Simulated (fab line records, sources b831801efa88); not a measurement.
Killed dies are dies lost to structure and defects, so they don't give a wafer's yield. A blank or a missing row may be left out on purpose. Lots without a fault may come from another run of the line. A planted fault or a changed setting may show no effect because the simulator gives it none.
One fault seen from 2 desks | flow sky130 | each desk has only its own numbers; what lay behind them comes last

THE METROLOGY DESK
What the gauges read, lot by lot, whatever tool the lot ran on: means of the sampled wafers that have a number. A lot is out of limits, marked OUT, if its mean lies more than 4 standard deviations from the usual mean; the brackets give that distance.
Columns: A = FIELD_ISO_OXIDATION_01_THK at SKY_FIELD_ISO_THK_MEAS_23, usual 10.01 nm; B = PWDE_TW at SKY_PWDE_TW_MEAS_10, usual 376.4; C = PWDE_RS at SKY_NWELL_RS_MEAS_31, usual 5275 ohm/sq; D = VT_ADJUST_LVTN_01_OVL at SKY_VT_ADJUST_LVTN_OVL_MEAS_18, usual 0.6 nm
lot  | first seen here | A     | B                | C              | D
L256 | day 2 14:25     | 10.20 | 375.5            | 5301           | 1.9
L257 | day 2 18:59     | 9.98  | 374.7            | 5288           | -0.7
L258 | day 3 01:37     | 10.13 | 375.5            | 5277           | 0.2
L259 | day 3 04:11     | 9.68  | 374.7            | 5275           | 0.4
L260 | day 3 10:40     | 9.90  | 374.3            | 5241           | 0.4
L263 | day 4 02:02     | 9.85  | 376.1            | 5306           | 1.5
L264 | day 4 08:23     | 10.05 | 377.6            | 5295           | 1.1
L267 | day 4 22:13     | 10.04 | 378.2            | 5262           | -0.6
L268 | day 5 03:27     | 9.85  | 378.1            | 5307           | 1.9
L273 | day 6 07:22     | 10.13 | 377.1            | 5274           | -0.2
L274 | day 6 10:02     | 10.06 | 385.4 (+4.7) OUT | 4901 (-17) OUT | 0.8
L275 | day 6 14:19     | 10.40 | 388.1 (+6.2) OUT | 4900 (-17) OUT | 1.3
This desk's finding: out of limits on L274, L275; first on L274, day 8 06:55 (PWDE_TW at SKY_PWDE_TW_MEAS_10). In limits: L256, L257, L258, L259, L260, L263, L264, L267, L268, L273.

THE TOOL OWNER'S DESK: implanter-01
The tool's own readings at SKY_PWDE_IMPLANT_08: means of the sampled wafers that have a number, for each lot that ran on this tool. A lot is out of limits, marked OUT, if its mean lies more than 4 standard deviations from the usual mean; the brackets give that distance.
Columns: A = dose_ions_cm2 at SKY_PWDE_IMPLANT_08, usual 3.601e+12; B = faraday_current_uA at SKY_PWDE_IMPLANT_08, usual 20.4
lot  | first seen here | A                   | B
L257 | day 4 12:03     | 3.601e+12           | 20.1
L260 | day 5 01:29     | 3.598e+12           | 20.7
L263 | day 5 18:04     | 3.605e+12           | 19.7
L267 | day 6 14:28     | 3.603e+12           | 20.2
L274 | day 8 06:40     | 3.942e+12 (+92) OUT | 22.2 (+4.2) OUT
L275 | day 8 09:49     | 3.944e+12 (+93) OUT | 22.3 (+4.5) OUT
This desk's finding: out of limits on L274, L275; first on L274, day 8 06:40 (dose_ions_cm2 at SKY_PWDE_IMPLANT_08). In limits: L257, L260, L263, L267.

PUT TOGETHER
The tool owner's desk could have raised an alarm at day 8 06:40, on L274, L275.
The metrology desk could have raised an alarm at day 8 06:55, on L274, L275.
Of the lots named, all ran SKY_PWDE_IMPLANT_08 on implanter-01.

WHAT THE SIMULATOR HAD PUT IN
Process parameter drift: implanter-01, from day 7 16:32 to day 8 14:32, at SKY_PWDE_IMPLANT_08. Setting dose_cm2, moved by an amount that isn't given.
Lots struck among those shown: L274, L275.
Hours from the fault's start to each desk's first reading out of limits: the tool owner's desk, 14; the metrology desk, 14.
